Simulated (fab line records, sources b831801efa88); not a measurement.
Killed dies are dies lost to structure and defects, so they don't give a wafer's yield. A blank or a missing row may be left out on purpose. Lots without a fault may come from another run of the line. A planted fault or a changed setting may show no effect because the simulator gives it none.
Which tool did it? | flow sky130 | 10 lots, 30 wafers sampled, at 2 steps of a route of 708

WHAT THE GAUGES READ, wafer by wafer
SKY_SPACER_THK_MEAS_01.
lot  | measured     | on            | SPACER_CVD_00_THK (nm)
L287 | day 23 06:05 | film_metro-02 | 41.9 42.3 42.4
L288 | day 24 05:58 | film_metro-02 | 42.1 42.2 42.4
L289 | day 24 17:30 | film_metro-04 | 42.8 43.2 43.2
L291 | day 24 22:13 | film_metro-04 | 42.5 42.6 42.4
L290 | day 25 03:04 | film_metro-01 | 42.0 42.2 42.0
L292 | day 25 11:16 | film_metro-04 | 42.5 43.0 43.2
L295 | day 26 09:13 | film_metro-04 | 42.1 42.1 42.6
L299 | day 27 20:02 | film_metro-01 | 48.5 48.9 48.2 48.5 48.9 48.2
L301 | day 28 08:47 | film_metro-01 | 48.3 48.3 48.1 48.3 48.3 48.1
L309 | day 30 23:58 | film_metro-01 | 43.3 43.4 43.4

WHICH TOOL RAN EACH LOT (tool, then ch and the chambers of the sampled wafers, then the start)
lot  | SKY_SPACER_CVD_00
L287 | lpcvd-02 ch 0, day 23 04:51
L288 | lpcvd-02 ch 0, day 24 04:10
L289 | lpcvd-02 ch 0, day 24 16:17
L291 | lpcvd-02 ch 1, day 24 20:59
L290 | lpcvd-02 ch 0, day 25 01:51
L292 | lpcvd-02 ch 0, day 25 10:03
L295 | lpcvd-02 ch 1, day 26 08:00
L299 | lpcvd-02 ch 1, day 27 18:50
L301 | lpcvd-02 ch 1, day 28 07:34
L309 | lpcvd-02 ch 1, day 30 22:46
- SKY_SPACER_CVD_00: deposits Si3N4 from DCS/NH3, target thk 43.1 nm, time 740 s.

THE ANSWER, worked out from the rows above alone
Rule: what is usual is taken from the lots themselves. Put in order of their means at a reading, lots are off if they are a third of the lots or fewer, leave a main group of 4 or more, and stand apart from it by a gap of 3 or more times the standard deviation of the main group's means; of several such gaps the widest counts. A main group whose means are all the same, to the digits that the tables above print for the reading, isn't used. A lot without any number at a reading at which 4 lots or more have one is off too. The other lots that the step has rows for count as sound.
Off: L299, L301, at SKY_SPACER_THK_MEAS_01 (SPACER_CVD_00_THK). The main group: mean 42.6 nm, standard deviation 0.45.
A tool fits if, at a process step before that reading, it ran every lot that is off, and no sound lot after the first of them. The gauges at SKY_SPACER_THK_MEAS_01 are tried like those tools. None of those tried fits.

WHAT THE SIMULATOR HAD PUT IN
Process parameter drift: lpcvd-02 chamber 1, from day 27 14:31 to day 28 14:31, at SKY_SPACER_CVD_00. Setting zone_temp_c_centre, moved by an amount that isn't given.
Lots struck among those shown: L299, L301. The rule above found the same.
